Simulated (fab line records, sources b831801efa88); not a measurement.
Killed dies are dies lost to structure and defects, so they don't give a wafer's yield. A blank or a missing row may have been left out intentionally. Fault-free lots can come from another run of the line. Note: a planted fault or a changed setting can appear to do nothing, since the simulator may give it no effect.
Tool commonality check	flow sky130	Lots sampled 12, wafers sampled 36

== WHY IT WAS OPENED ==
At SKY_VT_ADJUST_LVTN_OVL_MEAS_07 the reading VT_ADJUST_LVTN_OVL is flagged on 4 of 12 lots. Wafers without a fault read -0.2 nm, standard deviation 1.4.
Rule: a lot is flagged when every wafer of it that has a number lies more than 4 standard deviations from that mean, or none has a number. The other lots count as sound.

lot	measured	on	VT_ADJUST_LVTN_OVL (nm), wafer by wafer	flag
L609	day 7 03:36	overlay-01	-0.8 -0.5 -2.1	
L611	day 7 11:46	overlay-02	-0.5 0.5 1.1	
L612	day 8 00:54	overlay-01	-0.2 -0.8 -0.3	
L616	day 8 20:46	overlay-01	0.2 -1.6 -0.2	
L617	day 9 00:45	overlay-02	-3.2 -3.3 -2.9	
L618	day 9 09:55	overlay-01	-0.1 0.1 -0.9	
L619	day 9 17:55	overlay-01	0.6 0.8 -0.2	
L620	day 9 23:19	overlay-02	177.0 179.1 178.2	FLAGGED
L622	day 10 12:51	overlay-01	179.6 179.5 180.7	FLAGGED
L624	day 11 01:55	overlay-02	178.3 178.6 176.7	FLAGGED
L628	day 12 05:33	overlay-01	178.3 177.3 177.7	FLAGGED
L629	day 12 13:46	overlay-02	0.1 0.5 2.1	
Averaged over the flagged lots the numbers come to 178.4 nm, +178.6 nm from the usual (+99 or more standard deviations).

== WHICH TOOL EACH LOT WENT THROUGH ==
The record keeps 1 process step preceding the reading, out of 708 steps on the route. In each cell: the tool, then ch and the chambers that the sampled wafers went through, then the start.
lot	flag	SKY_VT_ADJUST_LVTN_EXPOSE_04
L609		ilineStepper-02 ch 0, day 6 18:05
L611		ilineStepper-01 ch 0, day 7 01:19
L612		ilineStepper-02 ch 0, day 7 15:26
L616		ilineStepper-02 ch 0, day 8 10:56
L617		ilineStepper-02 ch 0, day 8 14:23
L618		ilineStepper-02 ch 0, day 8 22:29
L619		ilineStepper-01 ch 0, day 9 07:22
L620	FLAGGED	ilineStepper-02 ch 0, day 9 12:17
L622	FLAGGED	ilineStepper-02 ch 0, day 10 01:26
L624	FLAGGED	ilineStepper-02 ch 0, day 10 14:59
L628	FLAGGED	ilineStepper-02 ch 0, day 11 17:35
L629		ilineStepper-01 ch 0, day 12 01:38
What is done by these steps:
- SKY_VT_ADJUST_LVTN_EXPOSE_04: exposes mask NWM COMPLEMENT LESS NATIVE, target cd 840 nm.
- SKY_VT_ADJUST_LVTN_OVL_MEAS_07

== FLAGGED OVER TOTAL, TOOL BY TOOL (the gauges that took the reading come last) ==
step	tool	lots run	flagged	share of the flagged lots	sound lots run after its first flagged lot
SKY_VT_ADJUST_LVTN_EXPOSE_04	ilineStepper-01	3	0	none	-
SKY_VT_ADJUST_LVTN_EXPOSE_04	ilineStepper-02	9	4	all	0
SKY_VT_ADJUST_LVTN_OVL_MEAS_07	overlay-01	7	2	some	0
SKY_VT_ADJUST_LVTN_OVL_MEAS_07	overlay-02	5	2	some	1 (L629)

== THE TABLE: WHAT IT ALLOWS ==
1 row of the table ran every flagged lot: ilineStepper-02 at SKY_VT_ADJUST_LVTN_EXPOSE_04.
- ilineStepper-02 at SKY_VT_ADJUST_LVTN_EXPOSE_04: 4 of its 9 lots flagged. A fault beginning between L618 (day 8 22:29), its last sound lot, and L620 (day 9 12:17), its first flagged one, fits the data.
One tool is left: ilineStepper-02 at SKY_VT_ADJUST_LVTN_EXPOSE_04.

== WHAT THE SIMULATOR HAD PUT IN ==
Scanner matching overlay: ilineStepper-02, from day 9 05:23 on, at SKY_VT_ADJUST_LVTN_EXPOSE_04. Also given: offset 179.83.
Shown lots that were struck: L620, L622, L624, L628. The same result came from the rule above.
